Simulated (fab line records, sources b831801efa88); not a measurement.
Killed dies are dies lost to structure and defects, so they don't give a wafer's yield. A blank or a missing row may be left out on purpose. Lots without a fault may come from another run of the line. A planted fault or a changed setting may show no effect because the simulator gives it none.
Chamber matching | flow sky130 | SKY_CAP2M_CVD_00 on pecvd-04: 3 sister chambers
The step deposits SiO2, target thk 15.5 nm. 3 wafers are shown with their chamber, then 8 later ones without.

WAFERS WITH THEIR CHAMBER
wafer  | chamber | heater_power_w (W)
L092.2 | 2       | 633
L092.3 | 1       | 524
L092.4 | 0       | 672

WAFERS WITHOUT THEIR CHAMBER
wafer  | heater_power_w (W)
L092.5 | 635
L092.6 | 511
L094.1 | 558
L094.2 | 716
L094.6 | 567
L097.1 | 557
L097.5 | 687
L097.6 | 555

WHICH CHAMBER EACH WENT THROUGH
wafer  | from the rows above     | in truth
L092.5 | can't be placed: 2 or 0 | 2
L092.6 | 1                       | 1
L094.1 | can't be placed: 1 or 2 | 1
L094.2 | can't be placed: 0 or 2 | 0
L094.6 | can't be placed: 1 or 2 | 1
L097.1 | can't be placed: 1 or 2 | 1
L097.5 | can't be placed: 0 or 2 | 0
L097.6 | can't be placed: 1 or 2 | 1
Placed correctly: 1 of 8. Can't be placed from these rows: 7 (the true chamber is among the candidates in 7). Placed wrongly: 0.
How it was worked out, from the rows above alone: a wafer's distance from a chamber is the root of the sum, over the readings, of the square of ((its reading less the chamber's mean) divided by the reading's scatter). The wafer belongs to the nearest chamber; if the next one is less than 2 further off, it can't be placed. A chamber's mean is the mean of its shown wafers. The scatter: with one shown wafer a chamber, the root of the mean of the squares of how far each hidden wafer lies from its nearest shown one.
